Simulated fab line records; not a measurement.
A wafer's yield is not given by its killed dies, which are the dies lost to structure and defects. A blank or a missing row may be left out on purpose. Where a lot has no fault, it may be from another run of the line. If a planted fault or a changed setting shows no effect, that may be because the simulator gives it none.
8D (eight disciplines) problem report, filled in by code	flow sky130	the parts of the form that need people (team, actions taken, sign-off) are left out

1. THE PROBLEM
At SKY_RES_XHIGH_COAT_02, spin speed rpm averages 3079.8 rpm over 6 wafers from 2 lots, while fault-free wafers read 2999.9 rpm, standard deviation 1.7. That puts it +47 standard deviations away from the usual mean.
The step: resist thk 1140 nm.
The first sign was on wafer L408.1 at day 26 09:40, on litho track-04. At this step, 36 wafers from 12 lots have a number in the record. Rule for "out" (also "out of limits"): further than 4 standard deviations from the usual mean. Any other wafer with a number is counted as sound.

2. WHAT IT IS, AND WHAT IT ISN'T
question	is	is not
which readings at this step	spin speed rpm	-
which lots	L408, L410	L398, L400, L403, L404, L409, L412, L415, L416, L417, L420
which wafers of those lots	all that have a number	-
read on which tools	litho track-04	litho track-01, litho track-03
when	from day 26 09:40	up to then (12 sound wafers); but 18 sound wafers of L409, L412, L415, L416, L417, L420 came after

3. WHAT RULES OUT EACH SUSPECT
Counting: a tool at a process step up to the reading stays a suspect if it ran every lot that is out and no sound lot after the first of them.
- plasma asher-03 at SKY_POLY_CUT_STRIP_12 (strips in O2/N2): ruled out as a lasting fault. After its first lot that is out, L408 (day 24 15:04), sound lots L409, L412, L417, L415, L416 ran on it.
- litho track-04 at SKY_RES_XHIGH_COAT_02 (resist thk 1140 nm): ruled out as a lasting fault. After its first lot that is out, L408 (day 26 09:40), sound lots L417, L415 ran on it.
Left after counting: nothing in the record.

4. THE CAUSE (what the simulator had put in)
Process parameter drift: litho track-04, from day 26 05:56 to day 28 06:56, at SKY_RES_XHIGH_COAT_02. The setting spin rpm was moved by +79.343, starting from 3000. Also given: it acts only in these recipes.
Counting ruled it out, wrongly.

5. SEQUENCE OF EFFECTS, ordered by route
Each row: a reading where the mean over the struck wafers with a number is more than 3 standard deviations away from the usual. Only readings whose record carries a usual standard deviation are examined. hours: median over the lots of the time between each lot's start at the first step of this table that gives one and its start at this step. sigmas: the change, counted in usual standard deviations.
hours	step	reading	usual	on struck wafers	change	sigmas
0	SKY_RES_XHIGH_COAT_02	spin speed rpm	2999.9 rpm	3079.8	+79.9	+47
15	SKY_RES_XHIGH_STRIP_08	strip time to endpoint s	14.28 s	14.09	-0.19	-5.1
Here are the process steps it includes:
- SKY_RES_XHIGH_COAT_02: resist thk 1140 nm.
- SKY_RES_XHIGH_STRIP_08: strips in O2/N2.

6. HOW IT WOULD HAVE BEEN CAUGHT EARLIER
4 hours passed between the start of the fault at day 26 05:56 and the first reading out of limits in this record, taken at day 26 09:40.
